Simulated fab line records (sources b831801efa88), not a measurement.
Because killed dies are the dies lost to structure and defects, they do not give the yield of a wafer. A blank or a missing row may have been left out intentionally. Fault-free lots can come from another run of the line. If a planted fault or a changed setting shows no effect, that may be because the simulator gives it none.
2 desks looking at one fault -- flow sky130 -- what lay behind the numbers comes last; until then each desk has only its own

AT THE TOOL OWNER'S DESK: implanter-01
The tool's own readings at SKY_PWDE_IMPLANT_08, given as means over the sampled wafers that have a number, one for each lot that went through this tool. The brackets show how far a lot's mean lies from the usual mean; more than 4 standard deviations puts the lot out of limits, marked OUT.
Columns: A = dose-ions-cm2 at SKY_PWDE_IMPLANT_08, usual 3.601e+12; B = faraday-current-uA at SKY_PWDE_IMPLANT_08, usual 20.3
lot,first seen here,A,B
L806,day 5 04:21,3.606e+12,20.0
L811,day 6 07:04,3.600e+12,20.3
L814,day 6 22:47,3.260e+12 (-85) OUT,18.5 (-4.3) OUT
L818,day 7 22:22,3.262e+12 (-85) OUT,18.6 (-4.1) OUT
This desk's finding: out of limits on L814, L818; first on L814, day 6 22:47 (dose-ions-cm2 at SKY_PWDE_IMPLANT_08). L806, L811 stayed within limits.

METROLOGY DESK
What the gauges read for every lot (on any tool): the sampled wafers with a number, averaged. The brackets show how far a lot's mean lies from the usual mean; more than 4 standard deviations puts the lot out of limits, marked OUT.
Columns: A = cd-nm at SKY_FIELD_ISO_CD_MEAS_13, usual 149.8 nm; B = PWDE_TW at SKY_PWDE_TW_MEAS_10, usual 371.5; C = NWELL_RS at SKY_NWELL_RS_MEAS_29, usual 625.4 ohm/sq; D = PWDE_RS at SKY_NWELL_RS_MEAS_31, usual 5283 ohm/sq
lot,first seen here,A,B,C,D
L801,day 2 03:59,150.5,371.4,624.8,5278
L803,day 2 14:51,148.6,373.3,625.9,5274
L805,day 3 03:07,147.5,366.2,624.8,5312
L806,day 3 07:38,149.1,370.4,626.5,5298
L808,day 3 20:00,153.4,374.9,625.9,5271
L811,day 4 11:01,149.0,373.2,624.1,5273
L813,day 4 20:00,150.0,372.6,625.3,5285
L814,day 5 03:22,151.2,360.4 (-4.1) OUT,626.6,5724 (+28) OUT
L815,day 5 08:17,149.6,367.1,622.8,5281
L818,day 5 20:47,149.0,355.8 (-5.8) OUT,628.0,5730 (+28) OUT
L820,day 6 07:02,149.5,374.2,625.7,5269
L823,day 7 01:55,146.7,374.5,625.1,5285
This desk reports L814, L818 out of limits; the earliest was L814 at day 6 23:02 (PWDE_TW at SKY_PWDE_TW_MEAS_10). L801, L803, L805, L806, L808, L811, L813, L815, L820, L823 stayed within limits.

BROUGHT TOGETHER
The tool owner's desk had the chance to raise an alarm at day 6 22:47 on L814, L818.
Metrology desk: alarm possible at day 6 23:02 on L814, L818.
SKY_PWDE_IMPLANT_08 was run on implanter-01 by each of the lots named.

WHAT THE SIMULATOR HAD PUT IN
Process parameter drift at SKY_PWDE_IMPLANT_08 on implanter-01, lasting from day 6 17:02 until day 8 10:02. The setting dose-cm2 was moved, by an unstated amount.
Lots struck among those shown: L814, L818.
Hours from the fault's start to each desk's first reading out of limits: the tool owner's desk, 6; the metrology desk, 6.
